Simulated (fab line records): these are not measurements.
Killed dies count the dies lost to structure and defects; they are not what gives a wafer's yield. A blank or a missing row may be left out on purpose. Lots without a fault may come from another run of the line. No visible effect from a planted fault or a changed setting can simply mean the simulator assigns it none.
Which tool did it? + flow gf180mcu + 13 lots, 39 wafers sampled, at 3 steps of a route of 602

WHAT EACH GAUGE READ, for each wafer
GF_CONTACT_THK_MEAS_01.
| lot  | measured     | on           | CONTACT_CVD_00_THK (nm) |
|------|--------------|--------------|-------------------------|
| L339 | day 15 19:52 | filmMetro-02 | 302 298 299             |
| L341 | day 16 07:51 | filmMetro-01 | 300 302 297             |
| L343 | day 17 09:44 | filmMetro-01 | 301 301 295             |
| L344 | day 17 18:41 | filmMetro-04 | 301 308 305             |
| L345 | day 18 00:13 | filmMetro-02 | 296 300 299             |
| L347 | day 18 14:06 | filmMetro-04 | 294 305 294             |
| L346 | day 18 15:39 | filmMetro-04 | 305 299 310             |
| L348 | day 18 23:23 | filmMetro-02 | 296 300 308             |
| L356 | day 21 22:14 | filmMetro-02 | 296 293 300             |
| L357 | day 22 03:35 | filmMetro-04 | 257 259 249             |
| L358 | day 22 15:26 | filmMetro-02 | 256 251 263             |
| L359 | day 22 20:22 | filmMetro-04 | 297 303 296             |
| L360 | day 23 09:43 | filmMetro-04 | 263 250 257             |

GF_CONTACT_OVL_MEAS_15.
| lot  | measured     | on         | CONTACT_OVL (nm) |
|------|--------------|------------|------------------|
| L339 | day 16 19:27 | overlay-02 | 3 7 4            |
| L341 | day 17 07:38 | overlay-02 | 0 0 4            |
| L343 | day 18 10:18 | overlay-02 | 1 -1 2           |
| L344 | day 18 19:37 | overlay-02 | 7 10 8           |
| L345 | day 19 01:20 | overlay-01 | 6 6 8            |
| L347 | day 19 15:35 | overlay-02 | 4 -2 3           |
| L346 | day 19 16:45 | overlay-02 | 8 7 9            |
| L348 | day 20 01:06 | overlay-01 | 3 8 5            |
| L356 | day 22 22:41 | overlay-02 | -6 -1 -6         |
| L357 | day 23 03:53 | overlay-02 | 11 2 0           |
| L358 | day 23 14:58 | overlay-02 | 5 4 7            |
| L359 | day 23 20:19 | overlay-02 | 5 6 1            |
| L360 | day 24 09:14 | overlay-02 | 3 6 7            |

WHICH TOOL RAN EACH LOT (tool, then ch and the chambers of the sampled wafers, then the start)
| lot  | GF_CONTACT_CVD_00                |
|------|----------------------------------|
| L339 | hdpcvd-01 ch 0,1,2, day 15 19:48 |
| L341 | hdpcvd-02 ch 1,2, day 16 07:47   |
| L343 | hdpcvd-01 ch 0,1,2, day 17 09:41 |
| L344 | hdpcvd-01 ch 1,2, day 17 18:38   |
| L345 | hdpcvd-02 ch 0,1, day 18 00:08   |
| L347 | hdpcvd-01 ch 0,1,2, day 18 14:03 |
| L346 | hdpcvd-01 ch 0,1,2, day 18 15:36 |
| L348 | hdpcvd-01 ch 0,1,2, day 18 23:20 |
| L356 | hdpcvd-01 ch 0,2, day 21 22:12   |
| L357 | hdpcvd-01 ch 0,1, day 22 03:31   |
| L358 | hdpcvd-01 ch 0,1, day 22 15:22   |
| L359 | hdpcvd-02 ch 0,1,2, day 22 20:19 |
| L360 | hdpcvd-01 ch 0,1,2, day 23 09:40 |
- GF_CONTACT_CVD_00: deposits SiO2, target thk 300 nm, time 50 s.

WHAT THE TOOLS THEMSELVES READ (means of the sampled wafers that have a number; where no wafer has one, the mark that the record gives instead)
GF_CONTACT_CVD_00.
| lot  | tool      | sih4FlowSccm (sccm) |
|------|-----------|---------------------|
| L339 | hdpcvd-01 | 60.05               |
| L341 | hdpcvd-02 | 60.05               |
| L343 | hdpcvd-01 | 59.95               |
| L344 | hdpcvd-01 | 60.00               |
| L345 | hdpcvd-02 | 59.82               |
| L347 | hdpcvd-01 | 60.15               |
| L346 | hdpcvd-01 | 59.97               |
| L348 | hdpcvd-01 | 59.94               |
| L356 | hdpcvd-01 | 60.20               |
| L357 | hdpcvd-01 | 51.04               |
| L358 | hdpcvd-01 | 50.96               |
| L359 | hdpcvd-02 | 60.14               |
| L360 | hdpcvd-01 | 51.12               |

THE ANSWER, worked out from the rows above alone
Rule: the lots themselves supply what counts as usual. The widest of any qualifying gaps counts: lots, ordered by their means at a reading, are off when they make up no more than a third of the lots, leave a main group of 4 or more, and stand apart from it by 3 or more times the standard deviation of that group's means. A main group whose means are all the same, to the digits that the tables above print for the reading, isn't used. Also off: a lot with no number at a reading for which 4 or more lots have one. The other lots that the step has rows for count as sound. Order of review: gauges by route order, followed by the tools' own readings, for which a lot's mean as printed above is used. The first step at which some lot is off is used, and at that step the reading that is off furthest; a lot without a number counts as furthest.
Off: at GF_CONTACT_THK_MEAS_01 (CONTACT_CVD_00_THK), L357, L358, L360. The main group has a mean of 300 nm with a standard deviation of 2.6.
A tool fits if, at a process step before that reading, it ran every lot that is off, and no sound lot after the first of them. Not tried: the gauges at GF_CONTACT_THK_MEAS_01; whatever is off there is also off at GF_CONTACT_CVD_00, on other tools, and gauge error can't account for it. One candidate fits, namely hdpcvd-01 at GF_CONTACT_CVD_00. Its last sound lot is L356 (day 21 22:12), its first lot that is off L357 (day 22 03:31): a fault that began between those two fits.
On the lots that are off, the tool's own readings at GF_CONTACT_CVD_00 differ by more than 5 times the standard deviation of the sound lots' means, which bears it out; sih4FlowSccm reads 51.04 sccm there versus 60.03 sccm on the sound lots.

WHAT WAS PUT IN BY THE SIMULATOR
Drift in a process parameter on hdpcvd-01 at GF_CONTACT_CVD_00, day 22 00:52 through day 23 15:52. Setting sih4FlowSccm shifted by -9 from 60. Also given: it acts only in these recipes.
Lots struck among those shown: L357, L358, L360. Same finding as the rule above.
